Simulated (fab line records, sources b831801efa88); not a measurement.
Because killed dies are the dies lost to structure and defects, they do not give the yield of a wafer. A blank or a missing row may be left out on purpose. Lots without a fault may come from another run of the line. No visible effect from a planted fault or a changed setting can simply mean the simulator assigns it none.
Which tool was responsible? + flow gf180mcu + 24 lots, 72 wafers sampled, at 6 steps of a route of 602

WHAT THE GAUGES READ, wafer by wafer
GF_STI_THK_MEAS_02.
| lot  | measured    | on            | STI_OXIDATION_THK (nm) |
|------|-------------|---------------|------------------------|
| L074 | day 1 12:37 | film-metro-02 | 10.20 10.13 10.06      |
| L075 | day 1 16:31 | film-metro-01 | 10.03 9.91 9.89        |
| L076 | day 1 21:31 | film-metro-01 | 10.23 10.01 10.06      |
| L077 | day 2 02:31 | film-metro-02 | 9.97 9.99 9.89         |
| L078 | day 2 08:05 | film-metro-01 | 9.99 10.22 10.00       |
| L079 | day 2 12:31 | film-metro-04 | 10.21 10.06 10.05      |
| L080 | day 2 17:31 | film-metro-01 | 9.92 10.01 9.93        |
| L081 | day 2 22:31 | film-metro-01 | 10.11 10.24 10.10      |
| L082 | day 3 03:31 | film-metro-04 | 9.84 9.67 9.80         |
| L083 | day 3 09:04 | film-metro-01 | 9.93 9.72 9.86         |
| L084 | day 3 13:32 | film-metro-04 | 9.85 9.82 9.87         |
| L085 | day 3 18:31 | film-metro-02 | 9.83 10.05 9.99        |
| L086 | day 4 00:34 | film-metro-04 | 9.83 10.00 10.17       |
| L087 | day 4 04:31 | film-metro-02 | 9.90 9.72 10.07        |
| L088 | day 4 09:54 | film-metro-01 | 9.87 9.88 9.78         |
| L089 | day 4 15:06 | film-metro-01 | 10.39 10.12 10.36      |
| L090 | day 4 19:31 | film-metro-01 | 10.22 9.97 10.13       |
| L091 | day 5 00:31 | film-metro-04 | 10.41 10.39 10.34      |
| L092 | day 5 07:16 | film-metro-01 | 10.00 10.20 9.90       |
| L093 | day 5 10:32 | film-metro-04 | 9.71 9.85 9.68         |
| L094 | day 5 15:31 | film-metro-01 | 9.89 9.72 9.85         |
| L095 | day 5 21:11 | film-metro-01 | 10.00 10.02 9.99       |
| L096 | day 6 01:31 | film-metro-01 | 9.71 9.93 9.91         |
| L097 | day 6 08:00 | film-metro-01 | 9.96 9.94 9.98         |

GF_NWELL_TW_MEAS_11.
| lot  | measured    | on            | NWELL_TW       |
|------|-------------|---------------|----------------|
| L074 | day 3 08:25 | film-metro-02 | 1564 1552 1557 |
| L075 | day 3 12:43 | film-metro-04 | 1607 1597 1598 |
| L076 | day 3 19:07 | film-metro-03 | 1557 1555 1561 |
| L077 | day 4 00:43 | film-metro-03 | 1568 1566 1570 |
| L078 | day 4 06:01 | film-metro-02 | 1557 1566 1561 |
| L079 | day 4 14:04 | film-metro-03 | 1568 1569 1571 |
| L080 | day 4 18:07 | film-metro-03 | 1560 1557 1564 |
| L081 | day 4 22:11 | film-metro-03 | 1571 1565 1568 |
| L082 | day 5 03:58 | film-metro-04 | 1596 1596 1585 |
| L083 | day 5 09:29 | film-metro-04 | 1591 1584 1583 |
| L084 | day 5 17:08 | film-metro-04 | 1589 1590 1595 |
| L085 | day 5 21:00 | film-metro-03 | 1574 1573 1576 |
| L086 | day 6 02:11 | film-metro-04 | 1591 1595 1593 |
| L087 | day 6 05:39 | film-metro-03 | 1559 1569 1562 |
| L088 | day 6 11:56 | film-metro-03 | 1567 1569 1569 |
| L089 | day 6 18:35 | film-metro-04 | 1591 1584 1590 |
| L090 | day 6 21:35 | film-metro-04 | 1585 1590 1590 |
| L091 | day 7 04:31 | film-metro-04 | 1594 1594 1595 |
| L092 | day 7 11:13 | film-metro-03 | 1552 1559 1561 |
| L093 | day 7 17:29 | film-metro-04 | 1602 1603 1598 |
| L094 | day 7 20:54 | film-metro-03 | 1559 1567 1560 |
| L095 | day 8 02:30 | film-metro-04 | 1600 1610 1613 |
| L096 | day 8 06:50 | film-metro-04 | 1601 1594 1606 |
| L097 | day 8 13:37 | film-metro-03 | 1564 1558 1563 |

GF_HV_LDD_RS_MEAS_53: a four-point-probe measurement.
| lot  | measured     | on            | HV_LDD_RS (ohm/sq) |
|------|--------------|---------------|--------------------|
| L074 | day 12 08:44 | film-metro-03 | 418.8 417.8 418.0  |
| L075 | day 12 17:19 | film-metro-02 | 418.4 416.9 418.4  |
| L076 | day 12 22:55 | film-metro-03 | 418.9 418.1 417.9  |
| L077 | day 13 07:56 | film-metro-04 | 417.0 417.7 418.3  |
| L078 | day 13 15:13 | film-metro-04 | 417.9 417.7 418.4  |
| L079 | day 14 01:40 | film-metro-02 | 418.3 417.9 418.1  |
| L080 | day 14 10:43 | film-metro-04 | 419.4 418.6 418.3  |
| L081 | day 14 14:32 | film-metro-03 | 418.7 418.5 419.0  |
| L082 | day 14 22:41 | film-metro-02 | 415.9 416.2 416.9  |
| L083 | day 15 07:33 | film-metro-03 | 418.3 417.7 418.4  |
| L084 | day 15 19:08 | film-metro-02 | 418.9 417.4 417.6  |
| L085 | day 16 01:55 | film-metro-03 | 418.4 419.0 418.7  |
| L086 | day 16 08:24 | film-metro-03 | 419.5 419.3 420.0  |
| L087 | day 16 13:13 | film-metro-02 | 417.7 417.3 417.4  |
| L088 | day 17 00:54 | film-metro-02 | 417.3 417.9 417.4  |
| L089 | day 17 08:51 | film-metro-03 | 419.0 419.0 419.2  |
| L090 | day 17 12:00 | film-metro-04 | 419.1 418.9 420.6  |
| L091 | day 17 21:35 | film-metro-03 | 419.1 419.5 418.8  |
| L092 | day 18 10:29 | film-metro-02 | 419.3 419.2 419.2  |
| L093 | day 18 14:47 | film-metro-04 | 418.6 417.6 418.6  |
| L094 | day 19 14:20 | film-metro-03 | 417.7 416.4 417.0  |
| L095 | day 19 14:02 | film-metro-04 | 419.9 419.7 418.3  |
| L096 | day 19 15:38 | film-metro-02 | 418.3 417.5 418.1  |
| L097 | day 20 01:59 | film-metro-03 | 418.3 417.6 417.6  |

GF_NSD_CD_MEAS_07 targets a cd of 400 nm.
| lot  | measured     | on        | cd-nm (nm)        |
|------|--------------|-----------|-------------------|
| L074 | day 13 06:53 | cd-sem-01 | 398.0 397.9 398.4 |
| L075 | day 13 16:49 | cd-sem-02 | 404.4 405.2 403.2 |
| L076 | day 13 21:41 | cd-sem-01 | 400.8 399.6 399.0 |
| L077 | day 14 08:54 | cd-sem-02 | 398.9 398.6 398.4 |
| L078 | day 14 15:05 | cd-sem-02 | 403.8 404.7 404.2 |
| L079 | day 15 01:18 | cd-sem-02 | 401.9 402.5 400.5 |
| L080 | day 15 10:20 | cd-sem-02 | 397.1 397.6 398.5 |
| L081 | day 15 16:10 | cd-sem-01 | 398.9 398.9 400.1 |
| L082 | day 15 21:15 | cd-sem-01 | 400.7 401.3 399.9 |
| L083 | day 16 05:40 | cd-sem-01 | 394.2 395.4 397.3 |
| L084 | day 16 19:10 | cd-sem-01 | 401.7 400.3 402.5 |
| L085 | day 17 03:20 | cd-sem-02 | 403.1 401.7 401.2 |
| L086 | day 17 09:07 | cd-sem-02 | 401.2 400.1 399.0 |
| L087 | day 17 14:40 | cd-sem-01 | 398.5 397.0 398.8 |
| L088 | day 18 03:09 | cd-sem-02 | 396.7 397.9 397.1 |
| L089 | day 18 10:04 | cd-sem-01 | 402.1 402.1 402.8 |
| L090 | day 18 14:34 | cd-sem-02 | 403.5 399.5 400.8 |
| L091 | day 19 00:16 | cd-sem-01 | 405.4 405.2 406.3 |
| L092 | day 19 13:19 | cd-sem-02 | 399.5 398.3 400.1 |
| L093 | day 19 17:48 | cd-sem-01 | 404.5 401.5 401.5 |
| L094 | day 20 17:52 | cd-sem-02 | 403.5 402.4 402.4 |
| L095 | day 20 16:55 | cd-sem-01 | 401.6 400.5 401.6 |
| L096 | day 20 19:18 | cd-sem-01 | 400.1 403.2 399.5 |
| L097 | day 21 05:17 | cd-sem-01 | 398.7 399.8 401.4 |

GF_M2_CD_MEAS_14 targets a cd of 280 nm.
| lot  | measured     | on        | cd-nm (nm)        |
|------|--------------|-----------|-------------------|
| L074 | day 19 01:35 | cd-sem-02 | 280.8 280.4 280.1 |
| L075 | day 19 11:07 | cd-sem-02 | 281.4 281.4 281.4 |
| L076 | day 19 20:40 | cd-sem-02 | 282.5 281.5 282.1 |
| L077 | day 20 08:13 | cd-sem-02 | 280.5 279.7 280.3 |
| L078 | day 20 15:59 | cd-sem-02 | 280.9 280.8 280.5 |
| L079 | day 21 04:21 | cd-sem-02 | 281.0 281.3 281.9 |
| L080 | day 21 11:49 | cd-sem-01 | 280.1 279.6 280.0 |
| L081 | day 21 20:12 | cd-sem-02 | 280.9 279.6 280.1 |
| L082 | day 22 02:55 | cd-sem-01 | 279.9 281.5 280.4 |
| L083 | day 22 10:18 | cd-sem-01 | 280.0 281.1 281.3 |
| L084 | day 22 22:44 | cd-sem-01 | 278.8 279.7 280.1 |
| L085 | day 23 09:07 | cd-sem-01 | 282.1 282.3 281.1 |
| L086 | day 23 13:52 | cd-sem-02 | 281.7 280.7 280.4 |
| L087 | day 23 20:13 | cd-sem-01 | 279.9 280.0 279.6 |
| L088 | day 24 08:03 | cd-sem-01 | 277.2 277.1 278.4 |
| L089 | day 24 13:39 | cd-sem-02 | 280.0 280.7 279.2 |
| L090 | day 24 17:54 | cd-sem-01 | 280.5 279.9 280.2 |
| L091 | day 25 03:09 | cd-sem-01 | 281.8 282.8 282.4 |
| L092 | day 25 14:38 | cd-sem-02 | 280.8 281.1 280.7 |
| L093 | day 25 18:17 | cd-sem-02 | 281.2 280.7 280.1 |
| L094 | day 26 15:46 | cd-sem-02 | 280.2 280.0 278.9 |
| L095 | day 26 14:13 | cd-sem-02 | 280.2 279.2 280.1 |
| L096 | day 26 17:25 | cd-sem-02 | 280.5 280.6 280.2 |
| L097 | day 27 01:32 | cd-sem-01 | 279.4 279.9 279.3 |

GF_V2_BOW_MEAS_05.
| lot  | measured     | on            | V2_BOW (um) |
|------|--------------|---------------|-------------|
| L074 | day 19 02:59 | film-metro-04 | 96 93 95    |
| L075 | day 19 12:28 | film-metro-02 | 99 109 104  |
| L076 | day 19 22:02 | film-metro-04 | 96 99 103   |
| L077 | day 20 09:36 | film-metro-03 | 115 97 106  |
| L078 | day 20 17:21 | film-metro-04 | 94 106 108  |
| L079 | day 21 05:45 | film-metro-04 | 108 108 108 |
| L080 | day 21 13:11 | film-metro-02 | 84 93 102   |
| L081 | day 21 21:37 | film-metro-03 | 93 99 105   |
| L082 | day 22 04:17 | film-metro-04 | 98 94 95    |
| L083 | day 22 11:50 | film-metro-03 | 104 99 90   |
| L084 | day 23 00:07 | film-metro-03 | 112 107 110 |
| L085 | day 23 10:34 | film-metro-03 | 110 101 107 |
| L086 | day 23 15:18 | film-metro-03 | 89 88 90    |
| L087 | day 23 21:42 | film-metro-04 | 106 100 100 |
| L088 | day 24 09:25 | film-metro-03 | 97 101 106  |
| L089 | day 24 15:08 | film-metro-02 | 97 92 89    |
| L090 | day 24 19:16 | film-metro-04 | 77 107 91   |
| L091 | day 25 04:33 | film-metro-04 | 98 89 96    |
| L092 | day 25 16:00 | film-metro-03 | 116 112 106 |
| L093 | day 25 19:50 | film-metro-02 | 113 102 106 |
| L094 | day 26 17:08 | film-metro-02 | 99 102 125  |
| L095 | day 26 15:35 | film-metro-02 | 88 89 97    |
| L096 | day 26 18:47 | film-metro-02 | 101 109 121 |
| L097 | day 27 02:56 | film-metro-03 | 106 99 104  |

WHICH TOOL RAN EACH LOT (tool, then ch and the chambers of the sampled wafers, then the start)
No process step before these readings appears in the record.

WHAT THE TOOLS THEMSELVES READ (means of the sampled wafers that have a number; where no wafer has one, the mark that the record gives instead)
The record holds no such reading with a usual standard deviation.

THE ANSWER, worked out from the rows above alone
Rule: what is usual is taken from the lots themselves. Put in order of their means at a reading, lots are off if they are a third of the lots or fewer, leave a main group of 4 or more, and stand apart from it by a gap of 3 or more times the standard deviation of the main group's means; of several such gaps the widest counts. A main group whose means are all the same, to the digits that the tables above print for the reading, isn't used. Also off: a lot with no number at a reading for which 4 or more lots have one. Any other lot the step has rows for is counted as sound. Order of review: gauges by route order, followed by the tools' own readings, for which a lot's mean as printed above is used. The first step at which some lot is off is used, and at that step the reading that is off furthest; a lot without a number counts as furthest.
None of the lots is off at any reading shown; this tells nothing.

WHAT THE SIMULATOR HAD PUT IN
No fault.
